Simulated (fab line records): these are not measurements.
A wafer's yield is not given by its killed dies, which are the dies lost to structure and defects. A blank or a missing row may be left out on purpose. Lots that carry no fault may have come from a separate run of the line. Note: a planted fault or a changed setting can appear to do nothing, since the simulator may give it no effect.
The tool behind it: which one? :: flow sky130 :: 33 wafers from 11 lots sampled at 5 of the route's 708 steps

## WHAT THE GAUGES SHOWED, per wafer
SKY_LDD_LDN_TW_MEAS_13. Usual: LDD_LDN_TW gives 1484 (standard deviation 13).
lot: L797
measured: day 23 12:05
on: film metro-02
LDD_LDN_TW: 1466 1469 1472
flag: 

lot: L798
measured: day 23 18:58
on: film metro-04
LDD_LDN_TW: 1485 1488 1495
flag: 

lot: L801
measured: day 24 16:22
on: film metro-04
LDD_LDN_TW: 1502 1498 1502
flag: 

lot: L805
measured: day 26 09:20
on: film metro-02
LDD_LDN_TW: 1467 1479 1481
flag: 

lot: L807
measured: day 26 18:14
on: film metro-03
LDD_LDN_TW: 1473 1477 1480
flag: 

lot: L806
measured: day 26 22:26
on: film metro-04
LDD_LDN_TW: 1496 1499 1489
flag: 

lot: L808
measured: day 27 03:12
on: film metro-04
LDD_LDN_TW: 1503 1497 1489
flag: 

lot: L812
measured: day 28 19:04
on: film metro-03
LDD_LDN_TW: 1485 1486 1488
flag: 

lot: L813
measured: day 28 20:07
on: film metro-02
LDD_LDN_TW: 1417 1418 1424 1404 1410 1414
flag: OFF

lot: L815
measured: day 29 12:22
on: film metro-02
LDD_LDN_TW: 1422 1412 1416 1416 1427 1412
flag: OFF

lot: L817
measured: day 30 02:53
on: film metro-02
LDD_LDN_TW: 1464 1465 1465
flag: 

SKY_SD_P_CD_MEAS_07: target cd 380 nm. Usual: cd nm reads 380.9 nm (standard deviation 1.8).
lot: L797
measured: day 26 00:19
on: cd sem-01
cd nm (nm): 378.2 378.4 379.0
flag: 

lot: L798
measured: day 26 07:49
on: cd sem-02
cd nm (nm): 377.6 379.0 378.3
flag: 

lot: L801
measured: day 27 04:50
on: cd sem-01
cd nm (nm): 383.3 382.6 385.1
flag: 

lot: L805
measured: day 28 19:35
on: cd sem-02
cd nm (nm): 382.2 380.5 383.7
flag: 

lot: L807
measured: day 29 06:11
on: cd sem-01
cd nm (nm): 382.9 382.3 383.1
flag: 

lot: L806
measured: day 29 09:53
on: cd sem-02
cd nm (nm): 379.8 381.4 379.8
flag: 

lot: L808
measured: day 29 14:42
on: cd sem-01
cd nm (nm): 383.0 380.1 382.4
flag: 

lot: L812
measured: day 31 04:41
on: cd sem-01
cd nm (nm): 382.3 382.0 385.3
flag: 

lot: L813
measured: day 31 05:35
on: cd sem-01
cd nm (nm): 380.9 378.6 380.9
flag: 

lot: L815
measured: day 31 20:17
on: cd sem-01
cd nm (nm): 382.1 380.5 380.4
flag: 

lot: L817
measured: day 32 10:34
on: cd sem-01
cd nm (nm): 379.4 379.7 382.8
flag: 

## WHICH TOOL RAN EACH LOT (tool, then ch and the chambers of the sampled wafers, then the start)
lot: L797
SKY_LDD_LDN_IMPLANT_11: implanter-03 ch 0, day 23 11:51
SKY_LDD_LDN_STRIP_12: plasma asher-02 ch 0,1, day 23 11:58
SKY_SPACER_ETCHBACK_02: rie diel-03 ch 0,1,3, day 23 14:03

lot: L798
SKY_LDD_LDN_IMPLANT_11: implanter-02 ch 0, day 23 18:43
SKY_LDD_LDN_STRIP_12: plasma asher-01 ch 0,1, day 23 18:52
SKY_SPACER_ETCHBACK_02: rie diel-03 ch 0,1,3, day 23 20:20

lot: L801
SKY_LDD_LDN_IMPLANT_11: implanter-02 ch 0, day 24 16:07
SKY_LDD_LDN_STRIP_12: plasma asher-03 ch 0,1, day 24 16:16
SKY_SPACER_ETCHBACK_02: rie diel-01 ch 0,2,3, day 24 19:07

lot: L805
SKY_LDD_LDN_IMPLANT_11: implanter-04 ch 0, day 26 09:07
SKY_LDD_LDN_STRIP_12: plasma asher-03 ch 0,1, day 26 09:15
SKY_SPACER_ETCHBACK_02: rie diel-02 ch 0,2,3, day 26 10:51

lot: L807
SKY_LDD_LDN_IMPLANT_11: implanter-02 ch 0, day 26 18:01
SKY_LDD_LDN_STRIP_12: plasma asher-01 ch 0,1, day 26 18:09
SKY_SPACER_ETCHBACK_02: rie diel-02 ch 2,3, day 26 21:13

lot: L806
SKY_LDD_LDN_IMPLANT_11: implanter-02 ch 0, day 26 22:13
SKY_LDD_LDN_STRIP_12: plasma asher-01 ch 0,1, day 26 22:22
SKY_SPACER_ETCHBACK_02: rie diel-03 ch 0,1,2, day 27 00:24

lot: L808
SKY_LDD_LDN_IMPLANT_11: implanter-04 ch 0, day 27 03:00
SKY_LDD_LDN_STRIP_12: plasma asher-01 ch 0,1, day 27 03:07
SKY_SPACER_ETCHBACK_02: rie diel-03 ch 2,3, day 27 05:09

lot: L812
SKY_LDD_LDN_IMPLANT_11: implanter-02 ch 0, day 28 18:49
SKY_LDD_LDN_STRIP_12: plasma asher-01 ch 0, day 28 18:58
SKY_SPACER_ETCHBACK_02: rie diel-03 ch 1,3, day 28 21:10

lot: L813
SKY_LDD_LDN_IMPLANT_11: implanter-03 ch 0, day 28 19:52
SKY_LDD_LDN_STRIP_12: plasma asher-01 ch 0,1, day 28 20:01
SKY_SPACER_ETCHBACK_02: rie diel-02 ch 2,3, day 28 23:26

lot: L815
SKY_LDD_LDN_IMPLANT_11: implanter-03 ch 0, day 29 12:07
SKY_LDD_LDN_STRIP_12: plasma asher-03 ch 0,1, day 29 12:16
SKY_SPACER_ETCHBACK_02: rie diel-01 ch 1,2,3, day 29 16:52

lot: L817
SKY_LDD_LDN_IMPLANT_11: implanter-02 ch 0, day 30 02:40
SKY_LDD_LDN_STRIP_12: plasma asher-02 ch 0,1, day 30 02:48
SKY_SPACER_ETCHBACK_02: rie diel-03 ch 0,2, day 30 04:59
- SKY_LDD_LDN_IMPLANT_11
- SKY_LDD_LDN_STRIP_12: strips in O2/N2.
- SKY_SPACER_ETCHBACK_02: etches Si3N4 in CH3F/O2, stops on SiO2, time 46.7 s, target depth 45 nm.

## AS READ BY THE TOOLS THEMSELVES (means over the sampled wafers that have a number; for cases with no such wafer, the mark the record gives instead)
SKY_LDD_LDN_IMPLANT_11. Usual: dose ions cm2 1.2498e+13, standard deviation 1.4e+10; end station pressure torr 5.02e-06 Torr, standard deviation 2.9e-07; faraday current uA 70.4, standard deviation 1.4.
lot: L797
tool: implanter-03
dose ions cm2: 1.2516e+13
end station pressure torr (Torr): 4.99e-06
faraday current uA: 70.1
flag: 

lot: L798
tool: implanter-02
dose ions cm2: 1.2482e+13
end station pressure torr (Torr): 5.19e-06
faraday current uA: 70.5
flag: 

lot: L801
tool: implanter-02
dose ions cm2: 1.2484e+13
end station pressure torr (Torr): 4.96e-06
faraday current uA: 71.6
flag: 

lot: L805
tool: implanter-04
dose ions cm2: 1.2507e+13
end station pressure torr (Torr): 4.94e-06
faraday current uA: 69.6
flag: 

lot: L807
tool: implanter-02
dose ions cm2: 1.2524e+13
end station pressure torr (Torr): 5.26e-06
faraday current uA: 72.4
flag: 

lot: L806
tool: implanter-02
dose ions cm2: 1.2499e+13
end station pressure torr (Torr): 4.83e-06
faraday current uA: 70.1
flag: 

lot: L808
tool: implanter-04
dose ions cm2: 1.2502e+13
end station pressure torr (Torr): 4.94e-06
faraday current uA: 70.5
flag: 

lot: L812
tool: implanter-02
dose ions cm2: 1.2481e+13
end station pressure torr (Torr): 5.00e-06
faraday current uA: 70.6
flag: 

lot: L813
tool: implanter-03
dose ions cm2: 7.1757e+12
end station pressure torr (Torr): 4.98e-06
faraday current uA: 40.9
flag: OFF

lot: L815
tool: implanter-03
dose ions cm2: 7.1623e+12
end station pressure torr (Torr): 4.96e-06
faraday current uA: 40.2
flag: OFF

lot: L817
tool: implanter-02
dose ions cm2: 1.2505e+13
end station pressure torr (Torr): 4.88e-06
faraday current uA: 70.0
flag: 

SKY_LDD_LDN_STRIP_12. Usual: drypump motor current A 5.8 A, standard deviation 0.35; oes product au 0.716 a.u., standard deviation 0.0041; strip time to endpoint s 14.18 s, standard deviation 0.036.
lot: L797
tool: plasma asher-02
drypump motor current A (A): 5.7
oes product au (a.u.): 0.720
strip time to endpoint s (s): 14.17
flag: 

lot: L798
tool: plasma asher-01
drypump motor current A (A): 5.7
oes product au (a.u.): 0.716
strip time to endpoint s (s): 14.14
flag: 

lot: L801
tool: plasma asher-03
drypump motor current A (A): 5.6
oes product au (a.u.): 0.718
strip time to endpoint s (s): 14.12
flag: 

lot: L805
tool: plasma asher-03
drypump motor current A (A): 5.6
oes product au (a.u.): 0.717
strip time to endpoint s (s): 14.19
flag: 

lot: L807
tool: plasma asher-01
drypump motor current A (A): 5.9
oes product au (a.u.): 0.716
strip time to endpoint s (s): 14.17
flag: 

lot: L806
tool: plasma asher-01
drypump motor current A (A): 5.9
oes product au (a.u.): 0.713
strip time to endpoint s (s): 14.20
flag: 

lot: L808
tool: plasma asher-01
drypump motor current A (A): 5.9
oes product au (a.u.): 0.716
strip time to endpoint s (s): 14.19
flag: 

lot: L812
tool: plasma asher-01
drypump motor current A (A): 5.5
oes product au (a.u.): 0.715
strip time to endpoint s (s): 14.22
flag: 

lot: L813
tool: plasma asher-01
drypump motor current A (A): 5.9
oes product au (a.u.): 0.715
strip time to endpoint s (s): 14.15
flag: 

lot: L815
tool: plasma asher-03
drypump motor current A (A): 5.9
oes product au (a.u.): 0.716
strip time to endpoint s (s): 14.14
flag: 

lot: L817
tool: plasma asher-02
drypump motor current A (A): 5.8
oes product au (a.u.): 0.714
strip time to endpoint s (s): 14.16
flag: 

SKY_SPACER_ETCHBACK_02. Usual: drypump motor current A 5.6 A, standard deviation 0.47; oes product au 0.851 a.u., standard deviation 0.0062; throttle valve pct 10.562 %, standard deviation 0.0098.
lot: L797
tool: rie diel-03
drypump motor current A (A): 5.7
oes product au (a.u.): 0.864
throttle valve pct (%): 10.566
flag: 

lot: L798
tool: rie diel-03
drypump motor current A (A): 5.7
oes product au (a.u.): 0.854
throttle valve pct (%): 10.560
flag: 

lot: L801
tool: rie diel-01
drypump motor current A (A): 5.6
oes product au (a.u.): 0.852
throttle valve pct (%): 10.560
flag: 

lot: L805
tool: rie diel-02
drypump motor current A (A): 5.5
oes product au (a.u.): 0.846
throttle valve pct (%): 10.557
flag: 

lot: L807
tool: rie diel-02
drypump motor current A (A): 5.8
oes product au (a.u.): 0.846
throttle valve pct (%): 10.561
flag: 

lot: L806
tool: rie diel-03
drypump motor current A (A): 5.3
oes product au (a.u.): 0.848
throttle valve pct (%): 10.562
flag: 

lot: L808
tool: rie diel-03
drypump motor current A (A): 5.7
oes product au (a.u.): 0.849
throttle valve pct (%): 10.560
flag: 

lot: L812
tool: rie diel-03
drypump motor current A (A): 5.5
oes product au (a.u.): 0.843
throttle valve pct (%): 10.560
flag: 

lot: L813
tool: rie diel-02
drypump motor current A (A): 5.5
oes product au (a.u.): 0.851
throttle valve pct (%): 10.568
flag: 

lot: L815
tool: rie diel-01
drypump motor current A (A): 5.5
oes product au (a.u.): 0.850
throttle valve pct (%): 10.564
flag: 

lot: L817
tool: rie diel-03
drypump motor current A (A): 5.6
oes product au (a.u.): 0.858
throttle valve pct (%): 10.571
flag: 

## THE ANSWER, worked out from the rows above alone
Rule: a lot is off if the mean of its wafers that have a number lies more than 3 standard deviations from the usual mean. Also off: a lot with no number at a reading for which 4 or more lots have one. Where the step has rows for the other lots, those lots are counted as sound. Order of review: gauges by route order, followed by the tools' own readings, for which a lot's mean as printed above is used. At the first step where some lot is off, the reading lying furthest off is the one used; lots without a number count as furthest.
Off: L813, L815, at SKY_LDD_LDN_TW_MEAS_13 (LDD_LDN_TW).
If a tool, at a process step before that reading, ran all the lots that are off and no sound lot after the first of them, it fits. Not tried: the gauges at SKY_LDD_LDN_TW_MEAS_13; whatever is off there is also off at SKY_LDD_LDN_IMPLANT_11, on other tools, and gauge error can't account for it. One fits: implanter-03 at SKY_LDD_LDN_IMPLANT_11. Its last sound lot is L797 (day 23 11:51), its first lot that is off L813 (day 28 19:52): a fault that began between those two fits.
The tool's own readings at SKY_LDD_LDN_IMPLANT_11 bear it out: on the lots that are off they differ by more than 5 times the standard deviation of the sound lots' means. dose ions cm2 reads 7.1690e+12 there against 1.2500e+13 on the sound lots; faraday current uA reads 40.5 there against 70.6 on the sound lots.

## WHAT WAS PUT IN BY THE SIMULATOR
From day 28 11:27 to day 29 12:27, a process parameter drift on implanter-03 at SKY_LDD_LDN_IMPLANT_11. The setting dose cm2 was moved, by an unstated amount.
Shown lots that were struck: L813, L815. The rule above reached the same finding.
